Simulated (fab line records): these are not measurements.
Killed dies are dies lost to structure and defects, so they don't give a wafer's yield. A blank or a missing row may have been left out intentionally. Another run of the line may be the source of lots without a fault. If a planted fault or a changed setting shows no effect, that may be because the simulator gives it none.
Lot-split experiment -- flow sfq line -- 27 wafers read across 5 lots, on a route 325 steps long

== ON THE SPLIT ==
At SFQ_TRILAYER_M8_DEP_EVAP_198 (material Pt, target thk 50 nm, time 250 s), the setting time s was moved away from the recipe's 250 s on 9 of the 27 wafers read, by -20.1% to +54.9%. This setting was run at the recipe's value on the other wafers.

The split's own step is where the reading is taken.

== THE READING ==
Pt_of_TRILAYER_M8_DEP_EVAP_198.thk nm (the simulator's own value, which no gauge read), in nm, at SFQ_TRILAYER_M8_DEP_EVAP_198 (material Pt, target thk 50 nm, time 250 s). No usual value for it is given in the file. The 18 wafers here that ran the recipe average 49.97 nm, standard deviation 0.32 nm.

wafer,"tool, chamber at the split","time s as run, s",against the recipe,"Pt_of_TRILAYER_M8_DEP_EVAP_198.thk nm, nm",against lot-mates on the recipe
L074.1,"pvd sputter-02, -",250,recipe,49.4,-
L074.2,"pvd sputter-02, -",250,recipe,50.25,-
L074.3,"pvd sputter-02, -",250,recipe,50.48,-
L074.4,"pvd sputter-02, -",250,recipe,49.87,-
L074.5,"pvd sputter-02, -",250,recipe,50.46,-
L074.6,"pvd sputter-02, -",250,recipe,49.88,-
L078.1,"pvd sputter-02, -",250,recipe,49.99,-
L078.2,"pvd sputter-02, -",387.2,+54.9%,78.15,+28.10
L078.3,"pvd sputter-02, -",387.2,+54.9%,77.81,+27.76
L078.4,"pvd sputter-02, -",387.2,+54.9%,77.87,+27.82
L078.5,"pvd sputter-02, -",250,recipe,50.16,-
L078.6,"pvd sputter-02, -",250,recipe,50,-
L079.1,"pvd sputter-01, -",250,recipe,49.67,-
L079.2,"pvd sputter-01, -",199.8,-20.1%,40.26,-9.41
L079.3,"pvd sputter-01, -",199.8,-20.1%,39.92,-9.75
L079.4,"pvd sputter-01, -",250,recipe,49.76,-
L079.5,"pvd sputter-01, -",199.8,-20.1%,39.96,-9.71
L079.6,"pvd sputter-01, -",250,recipe,49.59,-
L082.2,"pvd sputter-02, -",250,recipe,49.75,-
L082.3,"pvd sputter-02, -",250,recipe,49.83,-
L082.5,"pvd sputter-02, -",250,recipe,49.65,-
L085.1,"pvd sputter-01, -",322.1,+28.8%,64.28,+14.01
L085.2,"pvd sputter-01, -",250,recipe,50.08,-
L085.3,"pvd sputter-01, -",322.1,+28.8%,64.65,+14.38
L085.4,"pvd sputter-01, -",250,recipe,50.54,-
L085.5,"pvd sputter-01, -",250,recipe,50.19,-
L085.6,"pvd sputter-01, -",322.1,+28.8%,64.85,+14.58

FIT RESULTS
A straight line over all 27 wafers: Pt_of_TRILAYER_M8_DEP_EVAP_198.thk nm changes by +0.507 nm for each +1% of time s; r = +1.00; the points scatter about the line by 0.3 nm.
The same after taking each lot's own level away (the mean of its wafers on the recipe; 27 wafers): +0.502 nm for each +1%; r = +1.00; scatter 0.3 nm.
The reading moves by 28 nm for the largest change in time s, on that fit.
The lots' own levels span 49.673 to 50.270 nm, that is 1.9 times the standard deviation above.
Consequently the slope shifts little with the lot-to-lot level, the two slopes agreeing.
Check: +27.5 nm against its lot-mates is what the line predicts for one of the wafers moved furthest among these (+54.9%) when that wafer is left out of the fit. It came out at +28.1 nm against them.

== OTHER SPLITS APPLIED TO THESE WAFERS ==
Before the reading, these wafers also passed through other splits. Each is held against what the fit with the lots' levels taken away leaves over:
other split on the same wafers,wafers away from the commonest value,r with Pt_of_TRILAYER_M8_DEP_EVAP_198.thk nm (lot level and that fit taken away)
SFQ_TRILAYER_M7_ETCH_METAL_ETCH_180 time s,9,+0.32

== FILE'S OWN FIT ==
Pt_of_TRILAYER_M8_DEP_EVAP_198.thk nm changes by +0.503 nm for each +1% of time s, r = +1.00.
